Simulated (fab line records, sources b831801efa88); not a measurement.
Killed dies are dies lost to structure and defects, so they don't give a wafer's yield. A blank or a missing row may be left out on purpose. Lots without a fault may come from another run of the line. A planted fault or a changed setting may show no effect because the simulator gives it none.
Chamber matching | flow sky130 | SKY_CONTACT_ETCH_16 on rie_diel-01: 4 sister chambers
The step etches BARC in N2/H2, stops on SiO2, time 45.9 s, target depth 60 nm. 8 wafers are shown with their chamber, then 12 later ones without.

WAFERS WITH THEIR CHAMBER
wafer  | chamber | oes_product_au (a.u.) | throttle_valve_pct (%)
L078.3 | 2       | 0.855                 | 13.214
L079.2 | 3       | 0.850                 | 13.219
L086.1 | 2       | 0.850                 | 13.242
L086.2 | 1       | 0.853                 | 13.249
L086.3 | 0       | 0.853                 | 13.242
L086.4 | 3       | 0.855                 | 13.234
L086.5 | 1       | 0.849                 | 13.227
L086.6 | 0       | 0.859                 | 13.231

WAFERS WITHOUT THEIR CHAMBER
wafer  | oes_product_au (a.u.) | throttle_valve_pct (%)
L090.2 | 0.857                 | 13.227
L090.3 | 0.853                 | 13.222
L090.5 | 0.857                 | 13.227
L093.3 | 0.861                 | 13.229
L093.4 | 0.862                 | 13.225
L093.5 | 0.848                 | 13.237
L095.1 | 0.845                 | 13.219
L095.2 | 0.856                 | 13.243
L095.3 | 0.858                 | 13.244
L095.4 | 0.862                 | 13.229
L095.5 | 0.860                 | 13.222
L095.6 | 0.855                 | 13.227

WHICH CHAMBER EACH WENT THROUGH
wafer  | from the rows above               | in truth
L090.2 | can't be placed: 0 or 3 or 2 or 1 | 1
L090.3 | can't be placed: 3 or 2 or 1 or 0 | 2
L090.5 | can't be placed: 0 or 3 or 2 or 1 | 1
L093.3 | can't be placed: 0 or 2 or 3 or 1 | 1
L093.4 | can't be placed: 0 or 3 or 2 or 1 | 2
L093.5 | can't be placed: 1 or 2 or 3 or 0 | 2
L095.1 | can't be placed: 1 or 3 or 2 or 0 | 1
L095.2 | can't be placed: 0 or 2 or 1 or 3 | 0
L095.3 | can't be placed: 0 or 2 or 3 or 1 | 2
L095.4 | can't be placed: 0 or 2 or 3 or 1 | 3
L095.5 | can't be placed: 0 or 3 or 2 or 1 | 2
L095.6 | can't be placed: 3 or 2 or 0 or 1 | 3
Placed correctly: 0 of 12. Can't be placed from these rows: 12 (the true chamber is among the candidates in 12). Placed wrongly: 0.
How it was worked out, from the rows above alone: a wafer's distance from a chamber is the root of the sum, over the readings, of the square of ((its reading less the chamber's mean) divided by the reading's scatter). The wafer belongs to the nearest chamber; if the next one is less than 2 further off, it can't be placed. A chamber's mean is the mean of its shown wafers. The scatter: the root of (the sum of the squares of (reading less its chamber's mean) over the shown wafers, divided by (wafers less chambers)).
